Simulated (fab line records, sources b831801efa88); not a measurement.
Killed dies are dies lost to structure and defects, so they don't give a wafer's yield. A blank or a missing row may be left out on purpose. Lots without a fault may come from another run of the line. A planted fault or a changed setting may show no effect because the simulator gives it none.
A struck lot beside a sound one | flow gf180mcu | 14 steps out of a route of 602
Sound: wafers L757.4, L757.5, L757.6. Struck: wafers L759.1, L759.3, L759.6. The cause comes at the end.
At each step with rows: each side's tool, then ch and its chambers, then its first start. Under that, the readings that differ: sound wafers | struck wafers | difference of the means | sigmas: that difference in standard deviations of wafers without a fault.
alike: readings whose means differ by less than 2 such deviations, and words and numbers that are the same on both sides. not compared: withheld readings, readings that some wafer has no value for, bounds like >300 that may hide the same value, and numbers for which the record gives no deviation and whose values overlap.
The two part at a step that has a row with sigmas, a row that says differs or no value, or rows on one side only. Numbers that don't overlap but have no deviation are shown without sigmas and don't part them. A reading that every wafer of one side lacks parts them only if that side has two wafers or more.

first, 2 steps without rows for these wafers: GF_NSD_PEB_05; GF_NSD_DEVELOP_06 (develop time 60 s).
GF_NSD_CD_MEAS_07: target cd 400 nm.
  sound on cd_sem-02, day 16 04:40; struck on cd_sem-02, day 16 23:55
  alike: cd_nm
GF_NSD_OVL_MEAS_08:
  sound on overlay-02, day 16 04:45; struck on overlay-01, day 17 00:02
  alike: NSD_OVL
then, 2 steps without rows for these wafers: GF_NSD_IMPLANT_09; GF_NSD_IMPLANT_10.
GF_NSD_STRIP_11: strips in O2/N2.
  sound on plasma_asher-02 ch 0,1, day 16 05:06; struck on plasma_asher-02 ch 0,1, day 17 00:23
  alike: drypump_motor_current_A, heater_power_w, oes_product_au, strip_time_to_endpoint_s
  not compared: rf_hours_counter_h
GF_NSD_TW_MEAS_12:
  sound on film_metro-01, day 16 05:12; struck on film_metro-02, day 17 00:29
  reading | sound          | struck         | difference | sigmas
  NSD_TW  | 4233 4204 4203 | 4302 4286 4276 | +75        | +2
then, 4 steps without rows for these wafers: GF_PSD_DEHYDRATE_00 (time 60 s); GF_PSD_HMDS_01 (prime time 60 s); GF_PSD_COAT_02 (resist thk 1000 nm); GF_PSD_SOFTBAKE_03 (time 60 s).
GF_PSD_EXPOSE_04: exposes mask Pplus, target cd 400 nm.
  sound on iline_stepper-02 ch 0, day 16 16:43; struck on iline_stepper-01, day 17 12:02
  no value came back on the struck wafers for exposure_dose_mJ_cm2, focus_offset_nm (nm); on the sound wafers exposure_dose_mJ_cm2 reads 139.80 140.08 139.98
  alike: mask
then, 1 step without rows for these wafers: GF_PSD_PEB_05.

WHERE THEY PART
First at GF_NSD_TW_MEAS_12; last, within this record, at GF_PSD_EXPOSE_04.

WHY: what the simulator had put in
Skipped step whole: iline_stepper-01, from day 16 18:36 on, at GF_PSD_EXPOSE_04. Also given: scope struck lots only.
